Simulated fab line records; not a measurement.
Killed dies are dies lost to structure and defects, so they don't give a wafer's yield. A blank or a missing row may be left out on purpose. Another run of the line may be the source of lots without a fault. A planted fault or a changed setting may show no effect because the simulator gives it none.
The tool behind it: which one? | flow sky130 | 33 wafers from 11 lots sampled at 5 of the route's 708 steps

== WHAT THE GAUGES SHOWED, per wafer ==
SKY_GATE_OXIDE_THK_MEAS_02. Usual: GATE_OXIDE_OXIDATION_00_THK gives 10.30 nm (standard deviation 0.17).
lot  | measured     | on            | GATE_OXIDE_OXIDATION_00_THK (nm) | flag
L176 | day 12 10:43 | film metro-01 | 10.22 9.91 10.00                 |
L178 | day 13 06:58 | film metro-02 | 10.38 10.30 10.42                |
L180 | day 14 00:13 | film metro-01 | 10.31 10.45 10.40                |
L181 | day 13 22:31 | film metro-02 | 10.44 10.49 10.64                |
L183 | day 15 01:29 | film metro-04 | 10.26 10.14 10.27                |
L184 | day 15 04:05 | film metro-01 | 10.13 10.17 10.28                |
L185 | day 15 08:07 | film metro-01 | 9.85 10.00 9.88                  |
L186 | day 15 21:51 | film metro-01 | 10.22 10.17 10.24                |
L188 | day 16 19:33 | film metro-04 | 10.51 10.64 10.49                |
L195 | day 18 22:34 | film metro-01 | 7.47 7.66 7.35 7.52 7.69 7.42    | OFF
L196 | day 19 08:37 | film metro-01 | 7.66 7.57 7.72 7.72 7.49 7.74    | OFF

SKY_METAL1_RS_MEAS_05: measures by four-point-probe. Usual: METAL1_ALCU_RS gives 0.1261 ohm/sq (standard deviation 0.0016).
lot  | measured     | on            | METAL1_ALCU_RS (ohm/sq) | flag
L176 | day 31 03:49 | film metro-04 | 0.1266 0.1244 0.1264    |
L178 | day 32 05:11 | film metro-01 | 0.1226 0.1240 0.1244    |
L180 | day 32 21:50 | film metro-01 | 0.1279 0.1264 0.1268    |
L181 | day 32 16:28 | film metro-04 | 0.1239 0.1254 0.1252    |
L183 | day 33 22:26 | film metro-02 | 0.1276 0.1279 0.1296    |
L184 | day 34 00:22 | film metro-02 | 0.1254 0.1263 0.1273    |
L185 | day 34 05:14 | film metro-01 | 0.1276 0.1290 0.1298    |
L186 | day 34 21:04 | film metro-04 | 0.1270 0.1273 0.1257    |
L188 | day 35 11:49 | film metro-02 | 0.1267 0.1269 0.1266    |
L195 | day 37 11:11 | film metro-04 | 0.1283 0.1262 0.1267    |
L196 | day 37 22:02 | film metro-04 | 0.1249 0.1237 0.1237    |

== EACH LOT AND THE TOOL THAT RAN IT (in order: tool; ch and the chambers of the sampled wafers; start) ==
lot  | SKY_DNWELL_STRIP_08                 | SKY_GATE_OXIDE_OXIDATION_01   | SKY_METAL1_SPUTTER_04
L176 | plasma asher-04 ch 0,1, day 3 05:44 | furnace-01 ch 0, day 12 09:18 | pvd sputter-03, day 31 03:46
L178 | plasma asher-04 ch 0,1, day 3 18:53 | furnace-01 ch 0, day 13 05:32 | pvd sputter-03, day 32 05:07
L180 | plasma asher-04 ch 0,1, day 4 02:08 | furnace-02 ch 0, day 13 22:47 | pvd sputter-03, day 32 21:46
L181 | plasma asher-01 ch 0,1, day 4 04:50 | furnace-01 ch 0, day 13 21:05 | pvd sputter-03, day 32 16:24
L183 | plasma asher-03 ch 0,1, day 4 17:53 | furnace-01 ch 0, day 15 00:05 | pvd sputter-04, day 33 22:23
L184 | plasma asher-04 ch 0,1, day 4 23:23 | furnace-01 ch 0, day 15 02:40 | pvd sputter-03, day 34 00:19
L185 | plasma asher-01 ch 0,1, day 5 02:32 | furnace-02 ch 0, day 15 06:43 | pvd sputter-01, day 34 05:12
L186 | plasma asher-03 ch 0,1, day 5 11:29 | furnace-02 ch 0, day 15 20:27 | pvd sputter-04, day 34 21:01
L188 | plasma asher-03 ch 0,1, day 5 22:47 | furnace-01 ch 0, day 16 18:08 | pvd sputter-04, day 35 11:44
L195 | plasma asher-04 ch 0,1, day 7 10:59 | furnace-01 ch 0, day 18 21:09 | pvd sputter-01, day 37 11:07
L196 | plasma asher-04 ch 0,1, day 7 16:26 | furnace-01 ch 0, day 19 07:12 | pvd sputter-03, day 37 21:58
- SKY_DNWELL_STRIP_08: strips in O2/N2.
- SKY_GATE_OXIDE_OXIDATION_01: stabilise 600 s, purge 300 s, target thk 10.268 nm.
- SKY_METAL1_SPUTTER_04: material TiN, target thk 70 nm, time 58.3 s.

== WHAT THE TOOLS THEMSELVES READ (means of the sampled wafers that have a number; where no wafer has one, the mark that the record gives instead) ==
SKY_DNWELL_STRIP_08. Usual: drypump motor current A 5.5 A, standard deviation 0.36; oes product au 0.723 a.u., standard deviation 0.0045; strip time to endpoint s 36.96 s, standard deviation 0.14.
lot  | tool            | drypump motor current A (A) | oes product au (a.u.) | strip time to endpoint s (s) | flag
L176 | plasma asher-04 | 5.2                         | 0.730                 | 36.86                        |
L178 | plasma asher-04 | 5.1                         | 0.722                 | 36.80                        |
L180 | plasma asher-04 | 5.3                         | 0.724                 | 36.98                        |
L181 | plasma asher-01 | 5.6                         | 0.721                 | 36.68                        |
L183 | plasma asher-03 | 5.8                         | 0.721                 | 36.97                        |
L184 | plasma asher-04 | 5.2                         | 0.723                 | 36.97                        |
L185 | plasma asher-01 | 5.6                         | 0.725                 | 37.16                        |
L186 | plasma asher-03 | 5.6                         | 0.721                 | 36.92                        |
L188 | plasma asher-03 | 5.8                         | 0.723                 | 37.00                        |
L195 | plasma asher-04 | 5.1                         | 0.726                 | 36.81                        |
L196 | plasma asher-04 | 5.2                         | 0.724                 | 37.19                        |

SKY_GATE_OXIDE_OXIDATION_01. Usual: spike tc top C 909.0 C, standard deviation 2.5; tube_center_temp_C_max 902.3, standard deviation 0.37; zone power bottom pct 27.9 %, standard deviation 0.5; zone power lower pct 19.1 %, standard deviation 1.5.
lot  | tool       | spike tc top C (C) | tube_center_temp_C_max | zone power bottom pct (%) | zone power lower pct (%) | flag
L176 | furnace-01 | 909.5              | 902.4                  | 27.3                      | 17.8                     |
L178 | furnace-01 | 910.4              | 902.5                  | 27.7                      | 17.7                     |
L180 | furnace-02 | 906.7              | 902.7                  | 28.4                      | 21.1                     |
L181 | furnace-01 | 911.6              | 902.7                  | 27.8                      | 18.0                     |
L183 | furnace-01 | 911.9              | 902.3                  | 27.8                      | 17.9                     |
L184 | furnace-01 | 911.6              | 902.3                  | 27.6                      | 17.9                     |
L185 | furnace-02 | 907.2              | 902.2                  | 28.3                      | 21.2                     |
L186 | furnace-02 | 905.6              | 902.3                  | 28.5                      | 20.9                     |
L188 | furnace-01 | 911.3              | 902.2                  | 27.6                      | 17.9                     |
L195 | furnace-01 | 910.8              | 902.2                  | 27.6                      | 18.0                     |
L196 | furnace-01 | 910.9              | 902.4                  | 27.7                      | 17.9                     |

SKY_METAL1_SPUTTER_04. Usual: 30.3 % for throttle valve pct, sd 1.1.
lot  | tool           | throttle valve pct (%) | flag
L176 | pvd sputter-03 | 31.1                   |
L178 | pvd sputter-03 | 30.5                   |
L180 | pvd sputter-03 | 31.3                   |
L181 | pvd sputter-03 | 31.0                   |
L183 | pvd sputter-04 | 29.8                   |
L184 | pvd sputter-03 | 30.7                   |
L185 | pvd sputter-01 | 29.9                   |
L186 | pvd sputter-04 | 29.5                   |
L188 | pvd sputter-04 | 29.9                   |
L195 | pvd sputter-01 | 30.0                   |
L196 | pvd sputter-03 | 30.1                   |

== THE ANSWER, worked out from the rows above alone ==
Rule: a lot counts as off when the mean over its wafers that have a number is more than 3 standard deviations away from the usual mean. A lot without any number at a reading at which 4 lots or more have one is off too. Where the step has rows for the other lots, those lots are counted as sound. First the gauges in route order, then the tools' own readings, where a lot's mean is used as printed above. At the first step where some lot is off, the reading lying furthest off is the one used; lots without a number count as furthest.
Off: L195, L196, seen at SKY_GATE_OXIDE_THK_MEAS_02 (GATE_OXIDE_OXIDATION_00_THK).
If a tool, at a process step before that reading, ran all the lots that are off and no sound lot after the first of them, it fits. Those tools and the gauges at SKY_GATE_OXIDE_THK_MEAS_02 are tried in the same way. Can't be told from this: 3 tools fit, plasma asher-04 at SKY_DNWELL_STRIP_08, furnace-01 at SKY_GATE_OXIDE_OXIDATION_01, film metro-01 at SKY_GATE_OXIDE_THK_MEAS_02.

== WHAT THE SIMULATOR PUT IN ==
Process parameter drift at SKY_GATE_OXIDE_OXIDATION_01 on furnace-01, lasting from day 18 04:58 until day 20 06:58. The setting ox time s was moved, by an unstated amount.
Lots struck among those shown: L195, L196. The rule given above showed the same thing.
